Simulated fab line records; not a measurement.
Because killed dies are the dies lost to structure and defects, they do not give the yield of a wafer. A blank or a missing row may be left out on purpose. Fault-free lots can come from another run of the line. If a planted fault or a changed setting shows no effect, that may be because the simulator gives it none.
The same fault as seen by 2 desks	flow gf180mcu	every desk sees just its own numbers, and what lay behind them comes last

== AT THE METROLOGY DESK ==
Means of the sampled wafers that have a number, per lot and without regard to the tool the lot ran on: this is what the gauges read. A lot is out of limits, marked OUT, if its mean lies more than 4 standard deviations from the usual mean; the brackets give that distance.
Columns: A = cdNm at GF_M4_CD_MEAS_14, usual 280.3 nm
lot	first seen here	A
L487	day 24 00:15	281.9
L490	day 25 00:13	280.2
L494	day 26 07:18	280.2
L495	day 26 08:54	280.3
L497	day 27 01:08	280.0
L498	day 27 14:14	279.2
L499	day 27 17:52	280.8
L500	day 28 03:01	280.6
L501	day 28 08:59	280.2
L502	day 28 11:44	280.4
L505	day 29 11:10	281.0
L509	day 30 13:14	281.2
This desk found nothing out of limits on any of the 12 lots.

== AT THE TOOL OWNER'S DESK: rieMetal-04 ==
The tool's own readings at GF_M4_METAL_ETCH_16 (etches the open film in Cl2/BCl3, stops on SiO2, target depth 750.8 nm, time 125.1 s): means of the sampled wafers that have a number, for each lot that ran on this tool. A lot is out of limits, marked OUT, if its mean lies more than 4 standard deviations from the usual mean; the brackets give that distance.
Columns: A = biasW at GF_M4_METAL_ETCH_16, usual 140.0 W; B = drypumpMotorCurrentA at GF_M4_METAL_ETCH_16, usual 5.9 A; C = oesProductAu at GF_M4_METAL_ETCH_16, usual 0.987 a.u.; D = throttleValvePct at GF_M4_METAL_ETCH_16, usual 28.233 %
lot	first seen here	A	B	C	D
L495	day 26 09:03	140.5	6.5	0.990	28.230
L497	day 27 01:17	140.5	5.8	0.991	28.233
L499	day 27 18:01	140.0	6.1	0.989	28.241
L500	day 28 03:09	151.3 (+29) OUT	6.1	0.992	28.220
L505	day 29 11:19	151.0 (+28) OUT	5.7	0.997	28.223
Finding of this desk: L500, L505 out of limits; the first was L500 at day 28 03:09, on biasW at GF_M4_METAL_ETCH_16. Within limits: L495, L497, L499.

== BROUGHT TOGETHER ==
The tool owner's desk could have raised an alarm at day 28 03:09, on L500, L505.
Nothing out of limits was seen by the metrology desk.
The metrology desk has L500, L505 on record, within its limits.
The lots listed all ran GF_M4_METAL_ETCH_16 on rieMetal-04.

== WHAT THE SIMULATOR HAD PUT IN ==
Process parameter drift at GF_M4_METAL_ETCH_16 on rieMetal-04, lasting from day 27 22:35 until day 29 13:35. The setting biasW was moved by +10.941, starting from 140. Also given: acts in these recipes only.
Struck lots among those shown: L500, L505.
Delay in hours, fault start to first out-of-limits reading, by desk: the tool owner's desk at 5.
